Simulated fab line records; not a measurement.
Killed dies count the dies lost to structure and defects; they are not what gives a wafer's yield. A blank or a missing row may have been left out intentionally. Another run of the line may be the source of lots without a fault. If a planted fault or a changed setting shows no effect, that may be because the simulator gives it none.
The tool behind it: which one? ; flow gf180mcu ; 11 lots with 33 wafers sampled at 5 steps, on a route of 602 steps

WHAT EACH GAUGE READ, for each wafer
GF_VT_IMPLANT_TW_MEAS_32.
lot;measured;on;VT_IMPLANT_3_TW
L918;day 6 20:50;film-metro-03;264.1 264.3 263.8
L919;day 7 06:14;film-metro-01;271.8 271.0 270.3
L920;day 7 11:41;film-metro-04;263.9 264.1 264.9
L921;day 7 16:56;film-metro-04;262.2 262.6 263.3
L923;day 8 09:12;film-metro-03;265.2 264.4 263.8
L927;day 9 09:55;film-metro-04;267.1 266.9 268.6
L930;day 10 02:23;film-metro-04;265.7 264.4 264.6
L931;day 10 10:01;film-metro-04;29.8 29.6 29.5
L936;day 11 18:55;film-metro-01;272.0 270.6 271.8
L939;day 12 15:55;film-metro-01;270.0 269.2 270.0
L941;day 13 07:52;film-metro-04;263.7 265.6 265.7

WHAT TOOL EACH LOT RAN ON (gives the tool, then ch and the chambers of the sampled wafers, and finally the start)
lot;GF_LVPWELL_STRIP_10;GF_MVSD_STRIP_10;GF_VT_IMPLANT_STRIP_20;GF_VT_IMPLANT_STRIP_31
L918;plasma-asher-02 ch 0,1, day 3 19:46;plasma-asher-04 ch 0,1, day 4 10:13;plasma-asher-04 ch 0,1, day 6 05:38;plasma-asher-03 ch 0,1, day 6 20:44
L919;plasma-asher-04 ch 0,1, day 4 04:23;plasma-asher-03 ch 0,1, day 4 17:41;plasma-asher-02 ch 0,1, day 6 14:14;plasma-asher-04 ch 0,1, day 7 06:08
L920;plasma-asher-04 ch 0,1, day 4 09:29;plasma-asher-04 ch 0,1, day 4 23:35;plasma-asher-04 ch 0,1, day 6 20:43;plasma-asher-03 ch 0,1, day 7 11:35
L921;plasma-asher-01 ch 0,1, day 4 12:29;plasma-asher-04 ch 0,1, day 5 03:13;plasma-asher-04 ch 0,1, day 7 00:50;plasma-asher-03 ch 0,1, day 7 16:49
L923;plasma-asher-02 ch 0,1, day 5 03:34;plasma-asher-03 ch 0,1, day 5 18:22;plasma-asher-02 ch 0,1, day 7 16:58;plasma-asher-03 ch 0,1, day 8 09:07
L927;plasma-asher-02 ch 0,1, day 6 00:43;plasma-asher-03 ch 0,1, day 6 15:46;plasma-asher-02 ch 0,1, day 8 16:43;plasma-asher-03 ch 0,1, day 9 09:49
L930;plasma-asher-01 ch 0,1, day 6 16:07;plasma-asher-04 ch 0,1, day 7 07:35;plasma-asher-04 ch 0,1, day 9 08:38;plasma-asher-04 ch 0, day 10 02:16
L931;plasma-asher-01 ch 1, day 6 22:47;plasma-asher-03 ch 0, day 7 14:38;plasma-asher-02 ch 0,1, day 9 15:55;plasma-asher-02 ch 0,1, day 10 09:55
L936;plasma-asher-04 ch 0,1, day 8 01:56;plasma-asher-04 ch 0,1, day 8 18:38;plasma-asher-04 ch 0,1, day 11 00:13;plasma-asher-03 ch 0,1, day 11 18:49
L939;plasma-asher-02 ch 0,1, day 8 19:22;plasma-asher-03 ch 0,1, day 9 13:01;plasma-asher-03 ch 0,1, day 11 20:11;plasma-asher-03 ch 0,1, day 12 15:49
L941;plasma-asher-02 ch 0,1, day 9 09:40;plasma-asher-03 ch 0,1, day 10 03:46;plasma-asher-03 ch 0,1, day 12 12:20;plasma-asher-04 ch 0,1, day 13 07:46
- GF_LVPWELL_STRIP_10: strips in O2/N2.
- GF_MVSD_STRIP_10: strips in O2/N2.
- GF_VT_IMPLANT_STRIP_20: strips in O2/N2.
- GF_VT_IMPLANT_STRIP_31: strips in O2/N2.

WHAT THE TOOLS THEMSELVES READ (means of the sampled wafers that have a number; where no wafer has one, the mark that the record gives instead)
GF_LVPWELL_STRIP_10.
lot;tool;drypump-motor-current-A (A);heater-power-w (W);oes-product-au (a.u.);strip-time-to-endpoint-s (s)
L918;plasma-asher-02;5.6;372;0.720;36.88
L919;plasma-asher-04;5.6;318;0.724;36.86
L920;plasma-asher-04;6.0;304;0.724;36.89
L921;plasma-asher-01;5.2;315;0.721;37.05
L923;plasma-asher-02;5.6;370;0.723;36.84
L927;plasma-asher-02;5.5;372;0.725;37.09
L930;plasma-asher-01;5.2;324;0.723;37.00
L931;plasma-asher-01;5.0;346;0.723;36.94
L936;plasma-asher-04;6.0;307;0.724;36.98
L939;plasma-asher-02;5.5;374;0.725;36.94
L941;plasma-asher-02;5.7;327;0.725;36.99

GF_MVSD_STRIP_10.
lot;tool;drypump-motor-current-A (A);heater-power-w (W);oes-product-au (a.u.);strip-time-to-endpoint-s (s)
L918;plasma-asher-04;6.0;306;0.723;36.94
L919;plasma-asher-03;6.4;329;0.722;37.04
L920;plasma-asher-04;5.6;316;0.726;37.07
L921;plasma-asher-04;5.6;311;0.725;37.03
L923;plasma-asher-03;6.4;325;0.722;37.00
L927;plasma-asher-03;6.3;284;0.719;36.99
L930;plasma-asher-04;5.6;314;0.725;36.94
L931;plasma-asher-03;6.2;251;0.723;36.89
L936;plasma-asher-04;5.6;312;0.721;36.96
L939;plasma-asher-03;6.4;323;0.723;36.90
L941;plasma-asher-03;6.3;291;0.720;36.80

GF_VT_IMPLANT_STRIP_20.
lot;tool;drypump-motor-current-A (A);heater-power-w (W);oes-product-au (a.u.);strip-time-to-endpoint-s (s)
L918;plasma-asher-04;5.9;305;0.716;12.65
L919;plasma-asher-02;5.7;319;0.713;12.63
L920;plasma-asher-04;5.6;318;0.713;12.61
L921;plasma-asher-04;5.6;315;0.714;12.58
L923;plasma-asher-02;5.7;318;0.716;12.62
L927;plasma-asher-02;5.7;318;0.715;12.63
L930;plasma-asher-04;6.0;309;0.718;12.66
L931;plasma-asher-02;5.6;370;0.936;-
L936;plasma-asher-04;6.0;306;0.718;12.68
L939;plasma-asher-03;6.3;287;0.718;12.67
L941;plasma-asher-03;6.4;324;0.714;12.67

GF_VT_IMPLANT_STRIP_31.
lot;tool;drypump-motor-current-A (A);heater-power-w (W);oes-product-au (a.u.);strip-time-to-endpoint-s (s)
L918;plasma-asher-03;6.4;330;0.717;12.64
L919;plasma-asher-04;5.6;310;0.713;12.59
L920;plasma-asher-03;6.4;324;0.710;12.64
L921;plasma-asher-03;6.4;330;0.714;12.63
L923;plasma-asher-03;6.4;328;0.717;12.65
L927;plasma-asher-03;6.3;287;0.717;12.60
L930;plasma-asher-04;6.3;301;0.718;12.68
L931;plasma-asher-02;5.7;323;0.714;17.59
L936;plasma-asher-03;6.4;328;0.717;12.68
L939;plasma-asher-03;6.3;288;0.717;12.65
L941;plasma-asher-04;5.6;314;0.716;12.65

THE ANSWER, worked out from the rows above alone
Rule: the usual values come from the lots themselves. Put in order of their means at a reading, lots are off if they are a third of the lots or fewer, leave a main group of 4 or more, and stand apart from it by a gap of 3 or more times the standard deviation of the main group's means; of several such gaps the widest counts. Not used: any main group whose means are identical at the precision the tables above print for the reading. Also off: a lot with no number at a reading for which 4 or more lots have one. The other lots that the step has rows for count as sound. First the gauges in route order, then the tools' own readings, where a lot's mean is used as printed above. The first step at which some lot is off is used, and at that step the reading that is off furthest; a lot without a number counts as furthest.
Off: L931, seen at GF_VT_IMPLANT_TW_MEAS_32 (VT_IMPLANT_3_TW). The main group: mean 266.5, standard deviation 3.
If a tool, at a process step before that reading, ran all the lots that are off and no sound lot after the first of them, it fits. Not tried: the gauges at GF_VT_IMPLANT_TW_MEAS_32; whatever is off there is also off at GF_VT_IMPLANT_STRIP_20, on other tools, and gauge error can't account for it. Can't be told from this: 2 tools fit, plasma-asher-01 at GF_LVPWELL_STRIP_10, plasma-asher-02 at GF_VT_IMPLANT_STRIP_20 and GF_VT_IMPLANT_STRIP_31.

WHAT THE SIMULATOR HAD INSERTED
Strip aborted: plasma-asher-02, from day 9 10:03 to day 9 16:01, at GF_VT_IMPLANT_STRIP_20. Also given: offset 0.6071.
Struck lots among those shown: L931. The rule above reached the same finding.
